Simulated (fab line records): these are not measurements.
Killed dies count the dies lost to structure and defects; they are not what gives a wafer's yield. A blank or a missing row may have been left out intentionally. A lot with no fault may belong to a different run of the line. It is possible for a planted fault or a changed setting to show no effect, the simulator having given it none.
Which tool did it? | flow sky130 | 24 lots, 72 wafers sampled, at 5 steps of a route of 708

WHAT EACH GAUGE READ, for each wafer
SKY_LDD_LDN_TW_MEAS_13.
lot  | measured     | on           | LDD_LDN_TW
L074 | day 23 16:13 | filmMetro-04 | 1483 1486 1484
L075 | day 23 15:53 | filmMetro-04 | 1484 1486 1479
L076 | day 24 05:22 | filmMetro-03 | 1478 1481 1478
L077 | day 24 07:12 | filmMetro-01 | 1490 1484 1489
L078 | day 24 19:55 | filmMetro-04 | 1494 1488 1496
L079 | day 24 22:34 | filmMetro-01 | 1489 1494 1491
L080 | day 25 09:34 | filmMetro-01 | 1494 1501 1500
L081 | day 25 13:26 | filmMetro-04 | 1477 1479 1477
L082 | day 25 23:18 | filmMetro-01 | 1503 1500 1493
L083 | day 26 07:21 | filmMetro-01 | 1492 1491 1497
L084 | day 26 13:53 | filmMetro-04 | 1490 1499 1489
L085 | day 27 00:30 | filmMetro-01 | 1489 1484 1488
L086 | day 27 06:39 | filmMetro-04 | 1493 1489 1492
L087 | day 27 12:19 | filmMetro-01 | 1499 1494 1494
L088 | day 28 05:25 | filmMetro-03 | 1493 1487 1484
L089 | day 28 08:39 | filmMetro-01 | 1485 1494 1497
L090 | day 29 02:52 | filmMetro-04 | 1489 1496 1497
L091 | day 29 04:25 | filmMetro-04 | 1492 1489 1480
L093 | day 29 08:42 | filmMetro-03 | 1484 1482 1486
L092 | day 29 12:07 | filmMetro-03 | 1480 1487 1475
L094 | day 29 19:22 | filmMetro-04 | 1489 1488 1493
L095 | day 30 12:12 | filmMetro-04 | 1487 1486 1490
L096 | day 30 20:19 | filmMetro-01 | 1495 1499 1499
L097 | day 31 07:10 | filmMetro-03 | 1485 1484 1481

SKY_METAL1_OVL_MEAS_16.
lot  | measured     | on         | METAL1_OVL (nm)
L074 | day 33 14:09 | overlay-01 | 5 10 7
L075 | day 33 10:55 | overlay-02 | 3 7 -6
L076 | day 34 00:43 | overlay-02 | 3 6 12
L077 | day 34 04:21 | overlay-02 | -4 -14 -6
L078 | day 34 13:15 | overlay-01 | 2 5 5
L079 | day 34 15:40 | overlay-02 | 4 3 4
L080 | day 35 03:11 | overlay-02 | -8 -10 -7
L081 | day 35 04:46 | overlay-01 | -7 -10 -1
L082 | day 35 14:01 | overlay-01 | -7 -2 -1
L083 | day 35 20:44 | overlay-01 | 1 0 -5
L084 | day 36 02:10 | overlay-01 | 5 6 3
L085 | day 36 12:32 | overlay-01 | -10 -5 -4
L086 | day 36 18:11 | overlay-02 | 1 -4 5
L087 | day 37 01:01 | overlay-02 | 5 2 6
L088 | day 37 13:19 | overlay-02 | 0 1 -4
L089 | day 37 16:37 | overlay-02 | -6 -4 -11
L090 | day 38 07:44 | overlay-01 | 7 7 13
L091 | day 38 12:14 | overlay-02 | -4 -2 0
L093 | day 38 15:29 | overlay-01 | 1 1 3
L092 | day 38 18:23 | overlay-02 | -3 -1 -2
L094 | day 38 23:47 | overlay-02 | -4 -1 0
L095 | day 39 15:44 | overlay-01 | -3 -7 -5
L096 | day 39 23:59 | overlay-02 | 9 2 8
L097 | day 40 09:40 | overlay-01 | -5 4 4

SKY_VIA1_THK_MEAS_23: measures by xrf.
lot  | measured     | on           | VIA1_W_THK (nm)
L074 | day 34 19:24 | filmMetro-02 | 270 271 269
L075 | day 34 15:56 | filmMetro-02 | 275 274 273
L076 | day 35 05:23 | filmMetro-01 | 265 268 264
L077 | day 35 09:30 | filmMetro-02 | 273 273 272
L078 | day 35 17:50 | filmMetro-03 | 270 271 272
L079 | day 35 20:48 | filmMetro-01 | 267 260 264
L080 | day 36 07:56 | filmMetro-03 | 273 268 269
L081 | day 36 10:01 | filmMetro-01 | 263 266 267
L082 | day 36 18:20 | filmMetro-02 | 269 267 268
L083 | day 37 00:45 | filmMetro-03 | 269 267 268
L084 | day 37 07:22 | filmMetro-01 | 264 266 263
L085 | day 37 17:06 | filmMetro-02 | 266 267 271
L086 | day 37 22:50 | filmMetro-01 | 267 263 264
L087 | day 38 05:45 | filmMetro-02 | 272 271 270
L088 | day 38 17:30 | filmMetro-03 | 269 265 272
L089 | day 38 20:40 | filmMetro-03 | 271 270 266
L090 | day 39 11:17 | filmMetro-02 | 270 267 266
L091 | day 39 15:37 | filmMetro-01 | 266 264 263
L093 | day 39 18:44 | filmMetro-03 | 267 265 266
L092 | day 39 21:46 | filmMetro-02 | 273 273 275
L094 | day 40 02:50 | filmMetro-01 | 266 269 269
L095 | day 40 18:46 | filmMetro-01 | 266 265 264
L096 | day 41 02:55 | filmMetro-03 | 266 270 273
L097 | day 41 12:28 | filmMetro-03 | 266 273 270

SKY_METAL2_THK_MEAS_06: measures by xrf.
lot  | measured     | on           | METAL2_ALCU_THK (nm)
L074 | day 34 20:01 | filmMetro-02 | 247.9 245.4 247.2
L075 | day 34 16:34 | filmMetro-02 | 247.7 246.4 246.5
L076 | day 35 06:01 | filmMetro-02 | 248.9 250.0 248.5
L077 | day 35 10:07 | filmMetro-02 | 247.8 248.1 244.4
L078 | day 35 18:27 | filmMetro-04 | 246.2 244.6 246.6
L079 | day 35 21:25 | filmMetro-04 | 243.7 243.2 242.6
L080 | day 36 08:34 | filmMetro-02 | 247.8 245.5 248.3
L081 | day 36 10:38 | filmMetro-04 | 247.8 244.8 245.2
L082 | day 36 18:58 | filmMetro-02 | 248.9 248.1 247.4
L083 | day 37 01:22 | filmMetro-02 | 246.3 241.4 243.8
L084 | day 37 08:01 | filmMetro-01 | 248.7 247.9 248.7
L085 | day 37 17:43 | filmMetro-01 | 250.9 249.0 248.8
L086 | day 37 23:27 | filmMetro-04 | 248.3 249.1 247.6
L087 | day 38 06:22 | filmMetro-02 | 245.2 247.9 244.3
L088 | day 38 18:07 | filmMetro-04 | 247.2 247.6 246.9
L089 | day 38 21:26 | filmMetro-02 | 243.1 244.7 244.7
L090 | day 39 11:55 | filmMetro-02 | 247.7 247.8 245.1
L091 | day 39 16:14 | filmMetro-04 | 245.5 246.1 245.7
L093 | day 39 19:21 | filmMetro-04 | 245.5 249.2 246.0
L092 | day 39 22:23 | filmMetro-04 | 247.0 250.6 249.1
L094 | day 40 03:28 | filmMetro-02 | 247.8 251.1 247.4
L095 | day 40 19:23 | filmMetro-02 | 244.9 246.6 248.6
L096 | day 41 03:32 | filmMetro-02 | 250.2 248.3 249.6
L097 | day 41 13:05 | filmMetro-01 | 247.7 246.5 245.6

WHICH TOOL RAN EACH LOT (tool, then ch and the chambers of the sampled wafers, then the start)
lot  | SKY_VT_ADJUST_LVTN_STRIP_09
L074 | plasmaAsher-04 ch 0,1, day 7 02:55
L075 | plasmaAsher-01 ch 0,1, day 7 07:38
L076 | plasmaAsher-01 ch 0,1, day 7 16:01
L077 | plasmaAsher-04 ch 0,1, day 7 17:49
L078 | plasmaAsher-01 ch 0,1, day 8 02:01
L079 | plasmaAsher-02 ch 0,1, day 8 06:49
L080 | plasmaAsher-04 ch 0,1, day 8 15:37
L081 | plasmaAsher-01 ch 0,1, day 8 17:47
L082 | plasmaAsher-01 ch 0,1, day 9 03:08
L083 | plasmaAsher-04 ch 0,1, day 9 07:37
L084 | plasmaAsher-01 ch 0,1, day 9 13:29
L085 | plasmaAsher-04 ch 0,1, day 9 17:55
L086 | plasmaAsher-04 ch 0,1, day 10 03:31
L087 | plasmaAsher-02 ch 0,1, day 10 09:12
L088 | plasmaAsher-02 ch 0,1, day 10 18:10
L089 | plasmaAsher-02 ch 0,1, day 10 22:15
L090 | plasmaAsher-02 ch 0,1, day 11 13:34
L091 | plasmaAsher-02 ch 0, day 11 16:40
L093 | plasmaAsher-01 ch 0,1, day 11 23:52
L092 | plasmaAsher-04 ch 0,1, day 12 00:22
L094 | plasmaAsher-02 ch 0,1, day 12 09:40
L095 | plasmaAsher-02 ch 0,1, day 12 20:22
L096 | plasmaAsher-04 ch 0,1, day 13 07:49
L097 | plasmaAsher-04 ch 0,1, day 13 16:56
- SKY_VT_ADJUST_LVTN_STRIP_09: strips in O2/N2.

AS READ BY THE TOOLS THEMSELVES (means over the sampled wafers that have a number; for cases with no such wafer, the mark the record gives instead)
SKY_VT_ADJUST_LVTN_STRIP_09.
lot  | tool           | drypumpMotorCurrentA (A) | oesProductAu (a.u.) | stripTimeToEndpointS (s)
L074 | plasmaAsher-04 | 5.78                     | 0.723               | 36.72
L075 | plasmaAsher-01 | 5.57                     | 0.722               | 36.89
L076 | plasmaAsher-01 | 5.65                     | 0.722               | 36.96
L077 | plasmaAsher-04 | 5.84                     | 0.720               | 37.14
L078 | plasmaAsher-01 | 5.66                     | 0.717               | 36.90
L079 | plasmaAsher-02 | 5.70                     | 0.722               | 37.04
L080 | plasmaAsher-04 | 5.82                     | 0.723               | 37.00
L081 | plasmaAsher-01 | 5.57                     | 0.726               | 36.82
L082 | plasmaAsher-01 | 5.57                     | 0.721               | 36.96
L083 | plasmaAsher-04 | 5.83                     | 0.720               | 36.95
L084 | plasmaAsher-01 | 5.57                     | 0.724               | 36.77
L085 | plasmaAsher-04 | 5.78                     | 0.723               | 36.80
L086 | plasmaAsher-04 | 5.80                     | 0.727               | 36.98
L087 | plasmaAsher-02 | 5.70                     | 0.722               | 36.94
L088 | plasmaAsher-02 | 5.78                     | 0.724               | 37.03
L089 | plasmaAsher-02 | 5.78                     | 0.720               | 36.91
L090 | plasmaAsher-02 | 5.78                     | 0.718               | 37.05
L091 | plasmaAsher-02 | 5.61                     | 0.719               | 37.07
L093 | plasmaAsher-01 | 5.57                     | 0.725               | 37.00
L092 | plasmaAsher-04 | 5.79                     | 0.723               | 36.93
L094 | plasmaAsher-02 | 5.77                     | 0.728               | 36.87
L095 | plasmaAsher-02 | 5.79                     | 0.723               | 36.97
L096 | plasmaAsher-04 | 5.83                     | 0.722               | 36.98
L097 | plasmaAsher-04 | 5.80                     | 0.721               | 36.91

THE ANSWER, worked out from the rows above alone
Rule: usual is defined by the lots themselves. Put in order of their means at a reading, lots are off if they are a third of the lots or fewer, leave a main group of 4 or more, and stand apart from it by a gap of 3 or more times the standard deviation of the main group's means; of several such gaps the widest counts. The tables above print the reading to a certain number of digits; a main group whose means all agree to those digits is not used. A lot without any number at a reading at which 4 lots or more have one is off too. Where the step has rows for the other lots, those lots are counted as sound. After the gauges, taken in route order, come the tools' own readings; for these a lot's mean is taken, as printed above. The first step at which some lot is off is used, and at that step the reading that is off furthest; a lot without a number counts as furthest.
Across all readings shown, no lot is off: no conclusion can be drawn from this.

WHAT WAS PUT IN BY THE SIMULATOR
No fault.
